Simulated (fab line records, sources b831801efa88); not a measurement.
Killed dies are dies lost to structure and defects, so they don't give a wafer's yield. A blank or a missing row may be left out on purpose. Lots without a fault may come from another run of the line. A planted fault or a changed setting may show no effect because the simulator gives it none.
Chamber matching | flow gf180mcu | GF_V4_CVD_00 on hdpcvd-01: 3 sister chambers
The step deposits SiO2, target thk 600 nm, time 100 s. 14 wafers are shown with their chamber, then 7 later ones without.

WAFERS WITH THEIR CHAMBER
wafer  | chamber | sih4_flow_sccm (sccm)
L543.2 | 1       | 60.13
L543.3 | 2       | 59.72
L543.6 | 0       | 60.02
L546.2 | 2       | 59.83
L546.3 | 0       | 60.03
L546.5 | 2       | 59.86
L547.1 | 2       | 59.58
L547.2 | 0       | 59.92
L547.3 | 1       | 60.29
L549.1 | 2       | 60.31
L549.2 | 0       | 59.91
L549.4 | 0       | 59.92
L552.2 | 0       | 60.03
L552.4 | 1       | 60.14

SIGNATURES (means of the wafers above)
reading        | chamber 0 | chamber 1 | chamber 2 | scatter within a chamber
sih4_flow_sccm | 59.9717   | 60.1867   | 59.8600   | 0.175
Rule: a wafer's distance from a chamber is the root of the sum, over the readings, of the square of ((its reading less the chamber's mean) divided by the reading's scatter). The wafer belongs to the nearest chamber; if the next one is less than 2 further off, it can't be placed. The scatter: the root of (the sum of the squares of (reading less its chamber's mean) over the shown wafers, divided by (wafers less chambers)).

WAFERS WITHOUT THEIR CHAMBER
wafer  | sih4_flow_sccm (sccm)
L552.6 | 59.91
L553.1 | 60.12
L553.4 | 59.93
L553.6 | 60.18
L556.1 | 59.86
L556.3 | 60.08
L556.4 | 59.95

WHICH CHAMBER EACH WENT THROUGH
wafer  | from the rows above          | in truth
L552.6 | can't be placed: 2 or 0 or 1 | 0
L553.1 | can't be placed: 1 or 0 or 2 | 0
L553.4 | can't be placed: 0 or 2 or 1 | 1
L553.6 | can't be placed: 1 or 0 or 2 | 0
L556.1 | can't be placed: 2 or 0 or 1 | 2
L556.3 | can't be placed: 1 or 0 or 2 | 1
L556.4 | can't be placed: 0 or 2 or 1 | 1
Placed correctly: 0 of 7. Can't be placed from these rows: 7 (the true chamber is among the candidates in 7). Placed wrongly: 0.
